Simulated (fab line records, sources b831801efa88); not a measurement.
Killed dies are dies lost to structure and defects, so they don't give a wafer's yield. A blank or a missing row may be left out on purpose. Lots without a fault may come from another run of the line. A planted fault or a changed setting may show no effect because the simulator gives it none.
Which tool did it? | flow gf180mcu | 13 lots, 39 wafers sampled, at 5 steps of a route of 602

WHAT THE GAUGES READ, wafer by wafer
GF_V3_THK_MEAS_01.
lot  | measured     | on            | V3_CVD_00_THK (nm)
L136 | day 21 07:22 | film_metro-01 | 598 593 597
L137 | day 21 19:59 | film_metro-01 | 591 599 602
L138 | day 22 07:11 | film_metro-01 | 601 609 605
L139 | day 22 15:49 | film_metro-03 | 614 604 605
L140 | day 23 01:07 | film_metro-03 | 604 610 613
L141 | day 23 12:44 | film_metro-02 | 593 596 589
L142 | day 23 17:59 | film_metro-02 | 596 597 593
L144 | day 24 18:38 | film_metro-03 | 599 597 604
L145 | day 25 04:37 | film_metro-02 | 297 306 312
L146 | day 25 13:16 | film_metro-01 | 302 293 294
L156 | day 28 16:44 | film_metro-01 | 595 603 595
L157 | day 28 18:23 | film_metro-01 | 600 599 615
L158 | day 28 23:56 | film_metro-02 | 600 599 589

WHICH TOOL RAN EACH LOT (tool, then ch and the chambers of the sampled wafers, then the start)
lot  | GF_V2_SPUTTER_21             | GF_V2_CMP_26                  | GF_M3_SPUTTER_04             | GF_V3_CVD_00
L136 | pvd_sputter-03, day 20 05:16 | cmp-02 ch 0,1, day 20 06:15   | pvd_sputter-04, day 20 06:41 | hdpcvd-01 ch 0,1,2, day 21 07:18
L137 | pvd_sputter-03, day 20 18:32 | cmp-01 ch 1,2,3, day 20 18:56 | pvd_sputter-02, day 20 19:25 | hdpcvd-02 ch 1,2, day 21 19:54
L138 | pvd_sputter-03, day 21 06:11 | cmp-02 ch 0,1,2, day 21 06:41 | pvd_sputter-04, day 21 07:04 | hdpcvd-01 ch 0,1,2, day 22 07:07
L139 | pvd_sputter-03, day 21 15:10 | cmp-01 ch 0,1, day 21 15:34   | pvd_sputter-02, day 21 16:02 | hdpcvd-02 ch 0,2, day 22 15:44
L140 | pvd_sputter-03, day 22 00:25 | cmp-02 ch 0,1,3, day 22 00:55 | pvd_sputter-04, day 22 01:17 | hdpcvd-02 ch 0,1, day 23 01:02
L141 | pvd_sputter-02, day 22 12:26 | cmp-01 ch 0,2,3, day 22 12:50 | pvd_sputter-04, day 22 13:19 | hdpcvd-01 ch 0,1, day 23 12:40
L142 | pvd_sputter-03, day 22 17:38 | cmp-01 ch 1,2, day 22 18:05   | pvd_sputter-04, day 22 18:31 | hdpcvd-01 ch 0,1,2, day 23 17:55
L144 | pvd_sputter-02, day 23 18:38 | cmp-02 ch 1,2, day 23 19:05   | pvd_sputter-01, day 23 19:32 | hdpcvd-02 ch 0,1, day 24 18:34
L145 | pvd_sputter-03, day 24 04:39 | cmp-02 ch 0,1,3, day 24 05:03 | pvd_sputter-02, day 24 05:32 | hdpcvd-01 ch 0,1,2, day 25 04:32
L146 | pvd_sputter-02, day 24 13:50 | cmp-01 ch 0,3, day 24 14:14   | pvd_sputter-04, day 24 14:44 | hdpcvd-01 ch 1,2, day 25 13:11
L156 | pvd_sputter-02, day 27 19:17 | cmp-01 ch 1,2, day 27 19:43   | pvd_sputter-02, day 27 20:09 | hdpcvd-02 ch 1,2, day 28 16:39
L157 | pvd_sputter-03, day 27 21:51 | cmp-02 ch 0,2,3, day 27 22:21 | pvd_sputter-02, day 27 22:44 | hdpcvd-02 ch 1,2, day 28 18:18
L158 | pvd_sputter-03, day 28 02:59 | cmp-02 ch 0,2,3, day 28 03:37 | pvd_sputter-02, day 28 04:03 | hdpcvd-02 ch 0,1,2, day 28 23:51
- GF_V2_SPUTTER_21: material Ti, target thk 15 nm, time 80.02 s.
- GF_V2_CMP_26: polishes, stops on SiO2, t overpolish 15 s, target thk 0 nm.
- GF_M3_SPUTTER_04: material TiN, target thk 50 nm, time 41.7 s.
- GF_V3_CVD_00: deposits SiO2, target thk 600 nm, time 100 s.

WHAT THE TOOLS THEMSELVES READ (means of the sampled wafers that have a number; where no wafer has one, the mark that the record gives instead)
GF_V2_SPUTTER_21.
lot  | tool           | throttle_valve_pct (%)
L136 | pvd_sputter-03 | 30.5
L137 | pvd_sputter-03 | 30.0
L138 | pvd_sputter-03 | 30.8
L139 | pvd_sputter-03 | 30.2
L140 | pvd_sputter-03 | 29.4
L141 | pvd_sputter-02 | 31.7
L142 | pvd_sputter-03 | 30.0
L144 | pvd_sputter-02 | 30.4
L145 | pvd_sputter-03 | 30.0
L146 | pvd_sputter-02 | 31.1
L156 | pvd_sputter-02 | 31.7
L157 | pvd_sputter-03 | 29.3
L158 | pvd_sputter-03 | 30.3

GF_V2_CMP_26.
lot  | tool   | motor_current_A (A) | overpolish_run_s (s) | time_to_endpoint_s (s)
L136 | cmp-02 | 10.3                | 15.003               | 84
L137 | cmp-01 | 12.4                | 15.014               | 86
L138 | cmp-02 | 10.1                | 15.005               | 87
L139 | cmp-01 | 13.8                | 14.998               | 84
L140 | cmp-02 | 10.6                | 14.999               | 85
L141 | cmp-01 | 13.3                | 14.994               | 82
L142 | cmp-01 | 12.8                | 14.999               | 79
L144 | cmp-02 | 10.8                | 15.004               | 89
L145 | cmp-02 | 10.4                | 14.994               | 87
L146 | cmp-01 | 13.7                | 14.997               | 85
L156 | cmp-01 | 12.7                | 14.999               | 83
L157 | cmp-02 | 10.2                | 15.004               | 83
L158 | cmp-02 | 10.2                | 14.999               | 83

GF_M3_SPUTTER_04.
lot  | tool           | throttle_valve_pct (%)
L136 | pvd_sputter-04 | 30.5
L137 | pvd_sputter-02 | 31.0
L138 | pvd_sputter-04 | 30.5
L139 | pvd_sputter-02 | 31.2
L140 | pvd_sputter-04 | 30.7
L141 | pvd_sputter-04 | 30.6
L142 | pvd_sputter-04 | 30.5
L144 | pvd_sputter-01 | 30.4
L145 | pvd_sputter-02 | 30.9
L146 | pvd_sputter-04 | 30.4
L156 | pvd_sputter-02 | 31.2
L157 | pvd_sputter-02 | 31.0
L158 | pvd_sputter-02 | 31.2

GF_V3_CVD_00.
lot  | tool      | sih4_flow_sccm (sccm)
L136 | hdpcvd-01 | 59.99
L137 | hdpcvd-02 | 59.96
L138 | hdpcvd-01 | 60.02
L139 | hdpcvd-02 | 59.84
L140 | hdpcvd-02 | 59.96
L141 | hdpcvd-01 | 59.95
L142 | hdpcvd-01 | 59.97
L144 | hdpcvd-02 | 59.92
L145 | hdpcvd-01 | 30.02
L146 | hdpcvd-01 | 30.04
L156 | hdpcvd-02 | 59.92
L157 | hdpcvd-02 | 59.62
L158 | hdpcvd-02 | 60.08

THE ANSWER, worked out from the rows above alone
Rule: what is usual is taken from the lots themselves. Put in order of their means at a reading, lots are off if they are a third of the lots or fewer, leave a main group of 4 or more, and stand apart from it by a gap of 3 or more times the standard deviation of the main group's means; of several such gaps the widest counts. A main group whose means are all the same, to the digits that the tables above print for the reading, isn't used. A lot without any number at a reading at which 4 lots or more have one is off too. The other lots that the step has rows for count as sound. The gauges are gone through in route order, then the tools' own readings, and for those a lot's mean is taken as printed above. The first step at which some lot is off is used, and at that step the reading that is off furthest; a lot without a number counts as furthest.
Off: L145, L146, at GF_V3_THK_MEAS_01 (V3_CVD_00_THK). The main group: mean 600 nm, standard deviation 5.3.
A tool fits if, at a process step before that reading, it ran every lot that is off, and no sound lot after the first of them. The gauges at GF_V3_THK_MEAS_01 aren't tried: what is off there is off at GF_V3_CVD_00 too, on other tools, and a gauge's error can't cause that. One fits: hdpcvd-01 at GF_V3_CVD_00. Its last sound lot is L142 (day 23 17:55), its first lot that is off L145 (day 25 04:32): a fault that began between those two fits.
The tool's own readings at GF_V3_CVD_00 bear it out: on the lots that are off they differ by more than 5 times the standard deviation of the sound lots' means. sih4_flow_sccm reads 30.03 sccm there against 59.93 sccm on the sound lots.

WHAT THE SIMULATOR HAD PUT IN
Process parameter drift: hdpcvd-01, from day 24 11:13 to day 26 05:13, at GF_V3_CVD_00. Setting sih4_flow_sccm, moved by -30, from 60. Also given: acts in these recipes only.
Lots struck among those shown: L145, L146. The rule above found the same.
